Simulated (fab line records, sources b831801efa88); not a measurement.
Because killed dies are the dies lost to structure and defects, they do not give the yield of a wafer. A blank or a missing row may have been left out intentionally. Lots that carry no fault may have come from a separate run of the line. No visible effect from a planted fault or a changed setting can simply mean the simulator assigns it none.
Matching of chambers + flow sky130 + SKY_CONTACT_CMP_04 on cmp-01 has 4 sister chambers
The step polishes SiO2. 8 wafers are shown with their chamber, then 10 later ones without.

== WAFERS PAIRED WITH THEIR CHAMBERS ==
| wafer  | chamber | motor_current_A (A) | time_to_endpoint_s (s) |
|--------|---------|---------------------|------------------------|
| L081.3 | 1       | 11.9                | 86                     |
| L081.5 | 2       | 11.0                | 85                     |
| L081.6 | 3       | 11.6                | 85                     |
| L082.1 | 3       | 11.0                | 83                     |
| L082.2 | 0       | 14.1                | 82                     |
| L082.4 | 1       | 11.5                | 79                     |
| L088.3 | 0       | 13.1                | 87                     |
| L088.4 | 2       | 10.6                | 81                     |

== WAFERS WHOSE CHAMBER IS MISSING ==
| wafer  | motor_current_A (A) | time_to_endpoint_s (s) |
|--------|---------------------|------------------------|
| L088.6 | 14.1                | 83                     |
| L091.1 | 11.6                | 87                     |
| L091.2 | 11.1                | 92                     |
| L091.6 | 11.5                | 92                     |
| L092.1 | 11.3                | 87                     |
| L092.3 | 10.8                | 88                     |
| L092.6 | 11.3                | 90                     |
| L095.3 | 11.5                | 82                     |
| L095.4 | 13.6                | 86                     |
| L095.5 | 14.0                | 85                     |

== THE CHAMBER EACH PASSED THROUGH ==
| wafer  | from the rows above          | in truth |
|--------|------------------------------|----------|
| L088.6 | 0                            | 0        |
| L091.1 | can't be placed: 3 or 1 or 2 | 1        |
| L091.2 | can't be placed: 3 or 2 or 1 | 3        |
| L091.6 | can't be placed: 3 or 1 or 2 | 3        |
| L092.1 | can't be placed: 3 or 1 or 2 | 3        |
| L092.3 | can't be placed: 2 or 3 or 1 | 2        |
| L092.6 | can't be placed: 3 or 2 or 1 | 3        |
| L095.3 | can't be placed: 1 or 3 or 2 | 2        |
| L095.4 | 0                            | 0        |
| L095.5 | 0                            | 0        |
Correctly placed: 3 of 10. From these rows, 7 cannot be placed; in 7 the true chamber is one of the candidates. Wrongly placed: 0.
How it was worked out, from the rows above alone: a wafer's distance from a chamber is the root of the sum, over the readings, of the square of ((its reading less the chamber's mean) divided by the reading's scatter). The wafer belongs to the nearest chamber; if the next one is less than 2 further off, it can't be placed. For every chamber, the mean is computed from those of its wafers that are shown. The scatter is the square root of a quotient: the sum, over the shown wafers, of each reading's squared deviation from its chamber's mean, divided by wafers minus chambers.
